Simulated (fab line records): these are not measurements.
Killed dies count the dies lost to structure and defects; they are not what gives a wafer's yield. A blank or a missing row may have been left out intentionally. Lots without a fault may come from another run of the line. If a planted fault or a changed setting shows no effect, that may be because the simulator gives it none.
Chamber matching || flow gf180mcu || GF_CONTACT_ETCH_16 on rieDiel-03 has 4 sister chambers
The step etches BARC in N2/H2. 16 wafers are shown with their chamber, then 8 later ones without.

EACH WAFER AND ITS CHAMBER
{"wafer": "L951.1", "chamber": 1, "drypumpMotorCurrentA (A)": 5.5, "throttleValvePct (%)": 13.223, "oesProductAu (a.u.)": 0.852}
{"wafer": "L951.3", "chamber": 2, "drypumpMotorCurrentA (A)": 6.7, "throttleValvePct (%)": 13.228, "oesProductAu (a.u.)": 0.856}
{"wafer": "L951.4", "chamber": 0, "drypumpMotorCurrentA (A)": 5.5, "throttleValvePct (%)": 13.219, "oesProductAu (a.u.)": 0.856}
{"wafer": "L955.1", "chamber": 3, "drypumpMotorCurrentA (A)": 6.0, "throttleValvePct (%)": 13.228, "oesProductAu (a.u.)": 0.846}
{"wafer": "L955.3", "chamber": 2, "drypumpMotorCurrentA (A)": 6.7, "throttleValvePct (%)": 13.226, "oesProductAu (a.u.)": 0.859}
{"wafer": "L955.6", "chamber": 2, "drypumpMotorCurrentA (A)": 6.7, "throttleValvePct (%)": 13.239, "oesProductAu (a.u.)": 0.853}
{"wafer": "L956.3", "chamber": 2, "drypumpMotorCurrentA (A)": 6.7, "throttleValvePct (%)": 13.248, "oesProductAu (a.u.)": 0.863}
{"wafer": "L956.4", "chamber": 3, "drypumpMotorCurrentA (A)": 6.0, "throttleValvePct (%)": 13.239, "oesProductAu (a.u.)": 0.860}
{"wafer": "L956.6", "chamber": 0, "drypumpMotorCurrentA (A)": 5.5, "throttleValvePct (%)": 13.216, "oesProductAu (a.u.)": 0.854}
{"wafer": "L957.2", "chamber": 3, "drypumpMotorCurrentA (A)": 6.0, "throttleValvePct (%)": 13.222, "oesProductAu (a.u.)": 0.848}
{"wafer": "L957.4", "chamber": 3, "drypumpMotorCurrentA (A)": 6.0, "throttleValvePct (%)": 13.239, "oesProductAu (a.u.)": 0.860}
{"wafer": "L957.6", "chamber": 0, "drypumpMotorCurrentA (A)": 5.4, "throttleValvePct (%)": 13.208, "oesProductAu (a.u.)": 0.856}
{"wafer": "L961.1", "chamber": 2, "drypumpMotorCurrentA (A)": 6.7, "throttleValvePct (%)": 13.224, "oesProductAu (a.u.)": 0.859}
{"wafer": "L961.3", "chamber": 0, "drypumpMotorCurrentA (A)": 5.5, "throttleValvePct (%)": 13.233, "oesProductAu (a.u.)": 0.854}
{"wafer": "L961.6", "chamber": 1, "drypumpMotorCurrentA (A)": 5.4, "throttleValvePct (%)": 13.218, "oesProductAu (a.u.)": 0.851}
{"wafer": "L960.1", "chamber": 1, "drypumpMotorCurrentA (A)": 5.5, "throttleValvePct (%)": 13.214, "oesProductAu (a.u.)": 0.855}

SIGNATURES (means of the wafers above)
{"reading": "drypumpMotorCurrentA", "chamber 0": 5.475, "chamber 1": 5.467, "chamber 2": 6.700, "chamber 3": 6.000, "scatter within a chamber": 0.0344}
{"reading": "throttleValvePct", "chamber 0": 13.21900, "chamber 1": 13.21833, "chamber 2": 13.23300, "chamber 3": 13.23200, "scatter within a chamber": 0.00911}
{"reading": "oesProductAu", "chamber 0": 0.85500, "chamber 1": 0.85267, "chamber 2": 0.85800, "chamber 3": 0.85350, "scatter within a chamber": 0.00447}
Rule: for each reading, subtract the chamber's mean from the wafer's reading, divide by that reading's scatter and square the result; add these up over the readings and take the root, which gives the wafer's distance from the chamber. If the next closest chamber is less than 2 further off than the closest, the wafer can't be placed; otherwise it belongs to the closest. The scatter is the square root of a quotient: the sum, over the shown wafers, of each reading's squared deviation from its chamber's mean, divided by wafers minus chambers.

WAFERS WITH NO CHAMBER GIVEN
{"wafer": "L960.4", "drypumpMotorCurrentA (A)": 6.7, "throttleValvePct (%)": 13.219, "oesProductAu (a.u.)": 0.855}
{"wafer": "L960.6", "drypumpMotorCurrentA (A)": 5.5, "throttleValvePct (%)": 13.211, "oesProductAu (a.u.)": 0.853}
{"wafer": "L964.1", "drypumpMotorCurrentA (A)": 5.5, "throttleValvePct (%)": 13.225, "oesProductAu (a.u.)": 0.853}
{"wafer": "L964.5", "drypumpMotorCurrentA (A)": 6.7, "throttleValvePct (%)": 13.214, "oesProductAu (a.u.)": 0.857}
{"wafer": "L964.6", "drypumpMotorCurrentA (A)": 5.5, "throttleValvePct (%)": 13.209, "oesProductAu (a.u.)": 0.857}
{"wafer": "L965.1", "drypumpMotorCurrentA (A)": 6.0, "throttleValvePct (%)": 13.227, "oesProductAu (a.u.)": 0.859}
{"wafer": "L965.3", "drypumpMotorCurrentA (A)": 5.5, "throttleValvePct (%)": 13.219, "oesProductAu (a.u.)": 0.855}
{"wafer": "L965.6", "drypumpMotorCurrentA (A)": 6.7, "throttleValvePct (%)": 13.226, "oesProductAu (a.u.)": 0.862}

CHAMBER TAKEN BY EACH
{"wafer": "L960.4", "from the rows above": 2, "in truth": 2}
{"wafer": "L960.6", "from the rows above": "can't be placed: 0 or 1", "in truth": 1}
{"wafer": "L964.1", "from the rows above": "can't be placed: 0 or 1", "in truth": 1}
{"wafer": "L964.5", "from the rows above": 2, "in truth": 2}
{"wafer": "L964.6", "from the rows above": "can't be placed: 0 or 1", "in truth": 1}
{"wafer": "L965.1", "from the rows above": 3, "in truth": 3}
{"wafer": "L965.3", "from the rows above": "can't be placed: 0 or 1", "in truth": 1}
{"wafer": "L965.6", "from the rows above": 2, "in truth": 2}
Correctly placed: 4 of 8. Cannot be placed on the basis of these rows: 4; the candidates contain the true chamber in 4. 0 placed wrongly.
